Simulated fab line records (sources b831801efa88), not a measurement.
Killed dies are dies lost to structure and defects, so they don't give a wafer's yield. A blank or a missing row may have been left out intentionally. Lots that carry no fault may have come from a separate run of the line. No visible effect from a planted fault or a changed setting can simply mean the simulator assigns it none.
Which of the tools did it?    flow sky130    12 lots, 36 wafers sampled, at 4 steps of a route of 708

WHAT EACH GAUGE READ, for each wafer
SKY_POLY_GATE_CD_MEAS_22.
lot   measured      on         cd-nm (nm)
L314  day 16 15:16  cd-sem-01  150.5 148.9 149.1
L315  day 16 20:58  cd-sem-01  151.6 151.1 150.6
L316  day 17 12:33  cd-sem-02  151.5 151.4 151.2
L317  day 17 12:35  cd-sem-01  151.6 151.9 151.7
L324  day 20 06:37  cd-sem-02  152.7 147.6 151.4
L325  day 20 11:38  cd-sem-02  152.7 150.5 154.2
L330  day 22 06:53  cd-sem-02  150.1 152.1 150.5
L332  day 23 08:38  cd-sem-01  151.2 152.1 150.8
L334  day 23 17:36  cd-sem-01  151.6 151.8 150.7
L335  day 23 22:37  cd-sem-02  152.7 148.0 153.3
L336  day 24 07:46  cd-sem-02  152.8 150.3 151.7
L337  day 24 19:13  cd-sem-01  151.0 153.6 151.4

SKY_LDD_HVP_TW_MEAS_10.
lot   measured      on             LDD_HVP_TW
L314  day 21 19:39  film-metro-04  451 453 451
L315  day 21 23:46  film-metro-03  449 450 450
L316  day 22 15:43  film-metro-04  448 451 448
L317  day 22 15:20  film-metro-04  449 448 451
L324  day 25 09:29  film-metro-01  525 522 521
L325  day 25 13:55  film-metro-01  521 521 521
L330  day 27 05:07  film-metro-03  448 450 453
L332  day 28 05:00  film-metro-01  454 454 455
L334  day 28 14:25  film-metro-03  443 442 443
L335  day 28 20:10  film-metro-04  452 453 455
L336  day 29 03:55  film-metro-04  453 453 451
L337  day 29 13:55  film-metro-03  451 447 447

TOOL THAT RAN EACH LOT (tool first, then ch and the chambers of the sampled wafers, then the start)
lot   SKY_SONOS_ONO_STRIP_17                SKY_LDD_HVP_IMPLANT_08
L314  plasma-asher-02 ch 0,1, day 12 23:17  implanter-03 ch 0, day 21 19:24
L315  plasma-asher-02 ch 0,1, day 13 00:29  implanter-03 ch 0, day 21 23:31
L316  plasma-asher-04 ch 0,1, day 13 11:47  implanter-02 ch 0, day 22 15:29
L317  plasma-asher-04 ch 0,1, day 13 13:40  implanter-04 ch 0, day 22 15:08
L324  plasma-asher-03 ch 0,1, day 15 21:52  implanter-04 ch 0, day 25 09:16
L325  plasma-asher-02 ch 0,1, day 16 04:40  implanter-04 ch 0, day 25 13:42
L330  plasma-asher-03 ch 0,1, day 17 22:05  implanter-03 ch 0, day 27 04:53
L332  plasma-asher-03 ch 0,1, day 19 02:38  implanter-03 ch 0, day 28 04:45
L334  plasma-asher-02 ch 0,1, day 19 11:53  implanter-03 ch 0, day 28 14:11
L335  plasma-asher-02 ch 0,1, day 19 18:17  implanter-03 ch 0, day 28 19:55
L336  plasma-asher-03 ch 0,1, day 20 04:05  implanter-04 ch 0, day 29 03:41
L337  plasma-asher-02 ch 1, day 20 14:26    implanter-04 ch 0, day 29 13:40
- SKY_SONOS_ONO_STRIP_17: strips in O2/N2.
- SKY_LDD_HVP_IMPLANT_08

AS READ BY THE TOOLS THEMSELVES (means over the sampled wafers that have a number; for cases with no such wafer, the mark the record gives instead)
SKY_SONOS_ONO_STRIP_17.
lot   tool             drypump-motor-current-A (A)  oes-product-au (a.u.)  strip-time-to-endpoint-s (s)
L314  plasma-asher-02  6.1                          0.714                  13.99
L315  plasma-asher-02  6.1                          0.709                  14.16
L316  plasma-asher-04  5.5                          0.705                  14.07
L317  plasma-asher-04  5.4                          0.707                  14.08
L324  plasma-asher-03  6.5                          0.705                  14.13
L325  plasma-asher-02  6.0                          0.710                  14.11
L330  plasma-asher-03  6.4                          0.710                  14.10
L332  plasma-asher-03  6.5                          0.707                  14.07
L334  plasma-asher-02  6.0                          0.713                  14.13
L335  plasma-asher-02  6.1                          0.709                  14.08
L336  plasma-asher-03  6.4                          0.714                  14.11
L337  plasma-asher-02  6.0                          0.706                  14.11

SKY_LDD_HVP_IMPLANT_08.
lot   tool          dose-ions-cm2  faraday-current-uA
L314  implanter-03  1.6988e+13     97.1
L315  implanter-03  1.7012e+13     99.3
L316  implanter-02  1.7022e+13     96.3
L317  implanter-04  1.6999e+13     95.8
L324  implanter-04  2.6063e+13     147.2
L325  implanter-04  2.6075e+13     144.2
L330  implanter-03  1.7006e+13     96.1
L332  implanter-03  1.7003e+13     96.7
L334  implanter-03  1.7001e+13     96.0
L335  implanter-03  1.7016e+13     95.4
L336  implanter-04  1.6985e+13     96.7
L337  implanter-04  1.6993e+13     95.5

THE ANSWER, worked out from the rows above alone
Rule: what is usual is taken from the lots themselves. The widest of any qualifying gaps counts: lots, ordered by their means at a reading, are off when they make up no more than a third of the lots, leave a main group of 4 or more, and stand apart from it by 3 or more times the standard deviation of that group's means. A main group is skipped when, at the precision printed for the reading in the tables above, its means are all equal. Also off: a lot with no number at a reading for which 4 or more lots have one. All remaining lots with rows at the step are treated as sound. Order of review: gauges by route order, followed by the tools' own readings, for which a lot's mean as printed above is used. At the first step where some lot is off, the reading lying furthest off is the one used; lots without a number count as furthest.
Off: at SKY_LDD_HVP_TW_MEAS_10 (LDD_HVP_TW), L324, L325. The main group has a mean of 450 with a standard deviation of 3.1.
If a tool, at a process step before that reading, ran all the lots that are off and no sound lot after the first of them, it fits. Not tried: the gauges at SKY_LDD_HVP_TW_MEAS_10; whatever is off there is also off at SKY_LDD_HVP_IMPLANT_08, on other tools, and gauge error can't account for it. Not one of the candidates tried fits.

WHAT WAS PUT IN BY THE SIMULATOR
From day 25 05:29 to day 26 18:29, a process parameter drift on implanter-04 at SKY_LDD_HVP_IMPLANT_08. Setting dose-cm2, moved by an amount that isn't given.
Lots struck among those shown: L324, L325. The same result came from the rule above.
